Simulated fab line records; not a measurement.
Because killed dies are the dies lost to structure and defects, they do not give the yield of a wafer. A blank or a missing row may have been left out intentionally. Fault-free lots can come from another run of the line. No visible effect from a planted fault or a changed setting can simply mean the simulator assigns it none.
8D (eight disciplines) problem report, filled in by code :: flow sky130 :: the parts of the form that need people (team, actions taken, sign-off) are left out

1. WHAT WENT WRONG
A mean of 0.798 a.u. is read at SKY_METAL2_ETCH_18 for oes product au, taken on 1 wafer of 1 lot, against 0.855 a.u. (standard deviation 0.004) on wafers free of any fault. That is -14 standard deviations from the usual mean.
The step: etches BARC in N2/H2, stops on SiO2, time 45.9 s, target depth 60 nm.
The first sign was on wafer L689.5 at day 37 05:14, on rie metal-04. At this step, 39 wafers from 13 lots have a number in the record. Rule for "out", or "out of limits": more than 4 standard deviations from the usual mean. All remaining wafers that have a number are taken as sound.

2. WHAT IT IS; WHAT IT IS NOT
question: which readings at this step
is: oes product au
is not: drypump motor current A, n2 flow sccm, throttle valve pct

question: which lots
is: L689
is not: L684, L685, L686, L687, L688, L699, L701, L702, L703, L704, L705, L707

question: which wafers of those lots
is: L689.5
is not: L689.1, L689.3

question: read on which tools
is: rie metal-04
is not: rie metal-01, rie metal-02

question: when
is: from day 37 05:14
is not: up to then (17 sound wafers); but 21 sound wafers of L699, L701, L702, L703, L704, L705, L707 came after

3. THE SUSPECTS, EACH WITH WHAT RULES IT OUT
Counting: any tool at a process step up to the reading remains a suspect provided it ran every lot that is out. Sound lots after the first of them don't rule it out here, since some wafers of a struck lot are sound.
- pvd sputter-03 at SKY_METAL1_SPUTTER_00 (material Ti, target thk 15 nm, time 10 s): kept. The lot that is out, L689, ran on it at day 33 18:56; the last sound lot it ran before that was L686, at day 32 07:56.
- rie metal-04 at SKY_METAL2_ETCH_18 (etches BARC in N2/H2, stops on SiO2, time 45.9 s, target depth 60 nm): kept. The lot that is out, L689, ran on it at day 37 05:14; the last sound lot it ran before that was L688, at day 37 01:14. Its own oes product au readings are out on those wafers.
The count leaves rie metal-04 at SKY_METAL2_ETCH_18 and pvd sputter-03 at SKY_METAL1_SPUTTER_00.

4. THE CAUSE (what the simulator had put in)
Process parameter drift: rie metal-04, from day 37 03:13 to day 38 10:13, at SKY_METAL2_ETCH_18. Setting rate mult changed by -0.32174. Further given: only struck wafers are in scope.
2 suspects survive the count, and this tool is in that group.

5. THE CHAIN OF EFFECTS, in route order
Rows list readings where the struck wafers' mean (over those with a number) sits beyond 3 standard deviations from the usual. Only readings for which the record gives a usual standard deviation are gone through. hours: the time from each lot's start at the first step in this table that gives one to its start at this step, as a median over the lots. sigmas: the change in usual standard deviations.
hours: 0
step: SKY_METAL2_ETCH_18
reading: oes product au
usual: 0.855 a.u.
on struck wafers: 0.798
change: -0.057
sigmas: -14
It contains these process steps:
- SKY_METAL2_ETCH_18: etches BARC in N2/H2, stops on SiO2, time 45.9 s, target depth 60 nm.

6. HOW IT WOULD HAVE BEEN CAUGHT EARLIER
In this record no reading fell out of limits until day 37 05:14, 2 hours after the fault had begun at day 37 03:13.
